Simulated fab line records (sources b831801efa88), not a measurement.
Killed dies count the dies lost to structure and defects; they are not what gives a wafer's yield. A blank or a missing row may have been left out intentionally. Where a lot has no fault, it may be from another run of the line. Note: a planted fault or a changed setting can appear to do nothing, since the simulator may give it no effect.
Which of the tools did it? -- flow sky130 -- 14 lots with 42 wafers sampled at 4 steps, on a route of 708 steps

## WHAT THE GAUGES READ, wafer by wafer
SKY_VT_ADJUST_HVTP_CD_MEAS_07: the cd target is 380 nm.
lot,measured,on,cdNm (nm)
L830,day 6 03:12,cdSem-01,378.5 379.2 377.9
L831,day 6 10:06,cdSem-02,379.9 380.3 381.9
L832,day 6 15:24,cdSem-02,379.4 379.7 381.9
L834,day 7 08:15,cdSem-02,382.2 378.9 381.0
L835,day 7 09:37,cdSem-02,381.2 380.7 380.9
L836,day 7 14:14,cdSem-02,377.7 375.8 380.8
L839,day 8 14:36,cdSem-02,381.2 380.4 382.5
L841,day 9 01:07,cdSem-01,380.4 377.5 379.2
L842,day 9 03:43,cdSem-01,379.4 380.9 378.1
L843,day 9 08:53,cdSem-01,378.3 380.2 379.2
L849,day 11 04:37,cdSem-01,381.9 381.1 383.6
L848,day 11 03:27,cdSem-02,380.4 381.8 383.0
L850,day 12 05:51,cdSem-02,379.4 379.5 379.2
L853,day 12 16:32,cdSem-01,381.6 379.2 378.0

SKY_VT_ADJUST_LVTN_TW_MEAS_10.
lot,measured,on,VT_ADJUST_LVTN_TW
L830,day 6 22:24,filmMetro-02,244.1 244.2 243.8
L831,day 7 05:57,filmMetro-02,243.4 245.4 243.1
L832,day 7 10:26,filmMetro-01,247.0 247.1 247.8
L834,day 8 03:49,filmMetro-03,238.5 240.5 240.5
L835,day 8 05:23,filmMetro-03,239.9 241.3 240.0
L836,day 8 11:04,filmMetro-01,244.9 244.8 244.5
L839,day 9 12:34,filmMetro-01,244.9 245.6 245.4
L841,day 9 22:59,filmMetro-03,240.2 242.1 239.3
L842,day 10 02:32,filmMetro-01,245.7 245.8 244.8
L843,day 10 08:18,filmMetro-01,245.3 244.6 244.7
L849,day 12 04:44,filmMetro-03,239.4 241.0 241.0
L848,day 12 03:44,filmMetro-03,239.0 240.1 239.7
L850,day 13 07:13,filmMetro-02,243.7 244.8 245.4
L853,day 13 19:03,filmMetro-01,247.0 245.3 247.2

## TOOL THAT RAN EACH LOT (tool first, then ch and the chambers of the sampled wafers, then the start)
lot,SKY_FIELD_ISO_CMP_27,SKY_NWELL_DEVELOP_09
L830,"cmp-02 ch 0,1,2, day 2 10:52","lithoTrack-01 ch 0, day 4 14:00"
L831,"cmp-02 ch 0,1,3, day 2 18:26","lithoTrack-04 ch 0, day 4 21:00"
L832,"cmp-01 ch 0,1,2, day 2 21:16","lithoTrack-01 ch 0, day 5 01:00"
L834,"cmp-01 ch 0,1,2, day 3 10:01","lithoTrack-04 ch 0, day 5 17:00"
L835,"cmp-02 ch 1,2,3, day 3 12:43","lithoTrack-01 ch 0, day 5 19:00"
L836,"cmp-01 ch 1,3, day 3 18:26","lithoTrack-03 ch 0, day 6 00:00"
L839,"cmp-01 ch 0,3, day 4 12:44","lithoTrack-03 ch 0, day 6 23:00"
L841,"cmp-01 ch 2,3, day 4 21:45","lithoTrack-01 ch 0, day 7 08:00"
L842,"cmp-02 ch 0,1,3, day 5 01:37","lithoTrack-04 ch 0, day 7 11:00"
L843,"cmp-02 ch 1,2,3, day 5 05:58","lithoTrack-01 ch 0, day 7 15:00"
L849,"cmp-02 ch 0,2, day 6 15:56","lithoTrack-01, day 9 06:00"
L848,"cmp-01 ch 1,2,3, day 6 16:02","lithoTrack-01 ch 0, day 9 05:00"
L850,"cmp-01 ch 1,3, day 7 03:05","lithoTrack-01, day 10 06:00"
L853,"cmp-01 ch 2,3, day 7 17:05","lithoTrack-01 ch 0, day 10 16:00"
- SKY_FIELD_ISO_CMP_27: polishes, stops on Si3N4, t overpolish 16 s, target thk 457.8 nm.
- SKY_NWELL_DEVELOP_09: develop time 60 s.

## WHAT THE TOOLS THEMSELVES READ (means of the sampled wafers that have a number; where no wafer has one, the mark that the record gives instead)
SKY_FIELD_ISO_CMP_27.
lot,tool,motorCurrentA (A),overpolishRunS (s),slurryFlowMlMin,timeToEndpointS (s)
L830,cmp-02,12.3,15.994,149.4,114
L831,cmp-02,11.3,16.010,150.1,113
L832,cmp-01,12.6,16.006,149.9,106
L834,cmp-01,13.0,16.001,150.0,107
L835,cmp-02,11.3,16.002,150.7,115
L836,cmp-01,11.3,15.992,149.7,106
L839,cmp-01,11.3,16.001,149.7,116
L841,cmp-01,10.5,15.997,150.1,112
L842,cmp-02,11.3,15.994,150.1,110
L843,cmp-02,11.5,16.008,149.7,111
L849,cmp-02,12.5,15.996,150.8,110
L848,cmp-01,11.5,15.999,150.5,106
L850,cmp-01,11.0,15.999,149.8,112
L853,cmp-01,10.7,15.994,149.6,110

SKY_NWELL_DEVELOP_09.
lot,tool,chillPlateTempC (C)
L830,lithoTrack-01,22.99
L831,lithoTrack-04,23.00
L832,lithoTrack-01,23.03
L834,lithoTrack-04,23.07
L835,lithoTrack-01,22.95
L836,lithoTrack-03,23.08
L839,lithoTrack-03,23.06
L841,lithoTrack-01,22.92
L842,lithoTrack-04,22.93
L843,lithoTrack-01,22.93
L849,lithoTrack-01,-
L848,lithoTrack-01,23.05
L850,lithoTrack-01,-
L853,lithoTrack-01,23.06

## THE ANSWER, worked out from the rows above alone
Rule: usual is defined by the lots themselves. The widest of any qualifying gaps counts: lots, ordered by their means at a reading, are off when they make up no more than a third of the lots, leave a main group of 4 or more, and stand apart from it by 3 or more times the standard deviation of that group's means. A main group whose means are all the same, to the digits that the tables above print for the reading, isn't used. A lot without any number at a reading at which 4 lots or more have one is off too. All remaining lots with rows at the step are treated as sound. First the gauges in route order, then the tools' own readings, where a lot's mean is used as printed above. The first step at which some lot is off is used, and at that step the reading that is off furthest; a lot without a number counts as furthest.
Off: L849, L850, at SKY_NWELL_DEVELOP_09 (chillPlateTempC). Without a number there: L849, L850. For the main group the mean is 23.01 C and the standard deviation 0.058.
If a tool, at that step or one of the process steps before it, ran each lot that is off and ran no sound lot following the first of them, it fits. None of those tried fits.

## WHAT THE SIMULATOR HAD PUT IN
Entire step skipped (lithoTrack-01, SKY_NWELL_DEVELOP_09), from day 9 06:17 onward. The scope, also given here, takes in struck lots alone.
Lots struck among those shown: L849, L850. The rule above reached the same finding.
